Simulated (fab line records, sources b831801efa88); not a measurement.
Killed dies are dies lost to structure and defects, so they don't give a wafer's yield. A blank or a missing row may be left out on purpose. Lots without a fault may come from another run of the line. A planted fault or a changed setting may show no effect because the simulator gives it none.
Which tool did it? | flow gf180mcu | 14 lots, 42 wafers sampled, at 5 steps of a route of 602

WHAT THE GAUGES READ, wafer by wafer
GF_VT_IMPLANT_RS_MEAS_48: measures by four-point-probe.
lot  | measured     | on            | LVPWELL_RS (ohm/sq)
L222 | day 7 22:32  | film_metro-02 | 1176.4 1175.5 1175.9
L223 | day 8 03:18  | film_metro-04 | 1180.3 1176.9 1178.8
L225 | day 8 17:22  | film_metro-04 | 1175.9 1175.8 1173.5
L226 | day 9 00:35  | film_metro-04 | 1175.8 1171.0 1174.4
L227 | day 9 06:06  | film_metro-02 | 1177.7 1171.7 1172.7
L228 | day 9 13:17  | film_metro-02 | 1178.2 1180.4 1179.8
L229 | day 9 20:16  | film_metro-03 | 1177.5 1177.7 1174.6
L234 | day 11 06:22 | film_metro-03 | 1177.7 1174.3 1176.5
L238 | day 12 08:49 | film_metro-02 | 1176.9 1174.2 1178.6
L239 | day 12 16:26 | film_metro-03 | 1179.2 1177.4 1179.0
L241 | day 13 05:40 | film_metro-03 | 1178.1 1178.0 1176.9
L243 | day 13 18:18 | film_metro-04 | 1175.7 1177.2 1176.1
L244 | day 14 02:02 | film_metro-04 | 1177.6 1175.6 1175.0
L245 | day 14 07:55 | film_metro-02 | 1175.7 1173.2 1174.1

GF_HV_LDD_CD_MEAS_19: target cd 400 nm.
lot  | measured     | on        | cd_nm (nm)
L222 | day 11 08:48 | cd_sem-01 | 392.9 394.5 392.6
L223 | day 11 13:57 | cd_sem-01 | 394.3 397.5 397.1
L225 | day 12 04:52 | cd_sem-02 | 391.4 392.3 393.8
L226 | day 12 11:24 | cd_sem-02 | 395.3 396.2 394.3
L227 | day 12 20:18 | cd_sem-02 | 391.2 389.2 389.1
L228 | day 13 02:48 | cd_sem-02 | 397.6 393.8 397.5
L229 | day 13 09:03 | cd_sem-02 | 394.3 393.4 393.3
L234 | day 15 02:13 | cd_sem-02 | 396.2 395.9 397.0
L238 | day 16 08:29 | cd_sem-01 | 396.2 395.0 397.1
L239 | day 16 14:50 | cd_sem-02 | 396.8 395.1 391.8
L241 | day 17 07:07 | cd_sem-02 | 395.7 394.7 395.3
L243 | day 17 19:41 | cd_sem-01 | 392.7 392.5 393.3
L244 | day 18 03:51 | cd_sem-01 | 396.1 397.5 397.0
L245 | day 18 13:29 | cd_sem-01 | 393.8 392.7 395.3

GF_HV_LDD_TW_MEAS_38.
lot  | measured     | on            | HV_LDD_3_TW
L222 | day 12 06:01 | film_metro-03 | 1417 1418 1417
L223 | day 12 10:40 | film_metro-03 | 1425 1422 1422
L225 | day 13 02:49 | film_metro-02 | 1412 1407 1411
L226 | day 13 08:39 | film_metro-03 | 1417 1414 1421
L227 | day 13 18:25 | film_metro-02 | 1404 1410 1417
L228 | day 14 01:10 | film_metro-03 | 1420 1423 1419
L229 | day 14 07:09 | film_metro-04 | 1442 1442 1446
L234 | day 16 01:35 | film_metro-03 | 39 39 39
L238 | day 17 09:28 | film_metro-03 | 38 39 39
L239 | day 17 15:32 | film_metro-02 | 1413 1420 1417
L241 | day 18 08:21 | film_metro-03 | 1442 1419 1429
L243 | day 18 21:20 | film_metro-03 | 1433 1438 1426
L244 | day 19 05:41 | film_metro-04 | 1447 1446 1449
L245 | day 19 15:15 | film_metro-03 | 1428 1423 1418

WHICH TOOL RAN EACH LOT (tool, then ch and the chambers of the sampled wafers, then the start)
lot  | GF_HV_LDD_STRIP_10                   | GF_HV_LDD_DEVELOP_30
L222 | plasma_asher-01 ch 0,1, day 10 13:22 | litho_track-02 ch 0, day 12 05:00
L223 | plasma_asher-03 ch 0,1, day 10 18:46 | litho_track-02 ch 0, day 12 09:39
L225 | plasma_asher-02 ch 0,1, day 11 08:56 | litho_track-01 ch 0, day 13 01:49
L226 | plasma_asher-02 ch 0,1, day 11 16:14 | litho_track-01 ch 0, day 13 07:39
L227 | plasma_asher-02 ch 0,1, day 12 01:05 | litho_track-02 ch 0, day 13 17:24
L228 | plasma_asher-01 ch 0,1, day 12 06:40 | litho_track-02 ch 0, day 14 00:09
L229 | plasma_asher-01 ch 0,1, day 12 12:19 | litho_track-04 ch 0, day 14 06:10
L234 | plasma_asher-01 ch 0,1, day 14 04:32 | litho_track-02 ch 0, day 16 00:36
L238 | plasma_asher-02 ch 0,1, day 15 09:29 | litho_track-02 ch 0, day 17 08:30
L239 | plasma_asher-03 ch 0,1, day 15 16:25 | litho_track-04 ch 0, day 17 14:32
L241 | plasma_asher-01 ch 0,1, day 16 07:30 | litho_track-04 ch 0, day 18 07:21
L243 | plasma_asher-01 ch 0,1, day 16 19:08 | litho_track-04 ch 0, day 18 20:20
L244 | plasma_asher-03 ch 0,1, day 17 04:04 | litho_track-04 ch 0, day 19 04:41
L245 | plasma_asher-02 ch 0,1, day 17 13:30 | litho_track-01 ch 0, day 19 14:14
- GF_HV_LDD_STRIP_10: strips in O2/N2.
- GF_HV_LDD_DEVELOP_30: develop time 60 s.

WHAT THE TOOLS THEMSELVES READ (means of the sampled wafers that have a number; where no wafer has one, the mark that the record gives instead)
GF_HV_LDD_STRIP_10.
lot  | tool            | drypump_motor_current_A (A) | heater_power_w (W) | n2_flow_sccm (sccm) | oes_product_au (a.u.) | strip_time_to_endpoint_s (s)
L222 | plasma_asher-01 | 5.4                         | 281                | 300.0               | 0.718                 | 12.66
L223 | plasma_asher-03 | 5.7                         | 289                | 299.7               | 0.711                 | 12.61
L225 | plasma_asher-02 | 6.2                         | 330                | 298.5               | 0.715                 | 12.60
L226 | plasma_asher-02 | 6.2                         | 336                | 299.5               | 0.716                 | 12.66
L227 | plasma_asher-02 | 6.2                         | 335                | 300.0               | 0.720                 | 12.64
L228 | plasma_asher-01 | 5.3                         | 295                | 300.3               | 0.725                 | 12.65
L229 | plasma_asher-01 | 5.4                         | 280                | 300.8               | 0.714                 | 12.59
L234 | plasma_asher-01 | 5.5                         | 277                | 299.4               | 0.717                 | 12.67
L238 | plasma_asher-02 | 6.4                         | 363                | 300.5               | 0.714                 | 12.58
L239 | plasma_asher-03 | 5.9                         | 290                | 300.8               | 0.717                 | 12.64
L241 | plasma_asher-01 | 5.4                         | 283                | 299.1               | 0.717                 | 12.59
L243 | plasma_asher-01 | 5.4                         | 280                | 299.5               | 0.717                 | 12.67
L244 | plasma_asher-03 | 5.8                         | 286                | 300.0               | 0.719                 | 12.61
L245 | plasma_asher-02 | 6.2                         | 333                | 300.5               | 0.713                 | 12.62

THE ANSWER, worked out from the rows above alone
Rule: what is usual is taken from the lots themselves. Put in order of their means at a reading, lots are off if they are a third of the lots or fewer, leave a main group of 4 or more, and stand apart from it by a gap of 3 or more times the standard deviation of the main group's means; of several such gaps the widest counts. A main group whose means are all the same, to the digits that the tables above print for the reading, isn't used. A lot without any number at a reading at which 4 lots or more have one is off too. The other lots that the step has rows for count as sound. The gauges are gone through in route order, then the tools' own readings, and for those a lot's mean is taken as printed above. The first step at which some lot is off is used, and at that step the reading that is off furthest; a lot without a number counts as furthest.
Off: L234, L238, at GF_HV_LDD_TW_MEAS_38 (HV_LDD_3_TW). The main group: mean 1424, standard deviation 11.
A tool fits if, at a process step before that reading, it ran every lot that is off, and no sound lot after the first of them. The gauges at GF_HV_LDD_TW_MEAS_38 are tried like those tools. One fits: litho_track-02 at GF_HV_LDD_DEVELOP_30. Its last sound lot is L228 (day 14 00:09), its first lot that is off L234 (day 16 00:36): a fault that began between those two fits.

WHAT THE SIMULATOR HAD PUT IN
Process parameter drift: litho_track-02, from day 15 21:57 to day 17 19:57, at GF_HV_LDD_DEVELOP_30. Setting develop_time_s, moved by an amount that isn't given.
Lots struck among those shown: L234, L238. The rule above found the same.
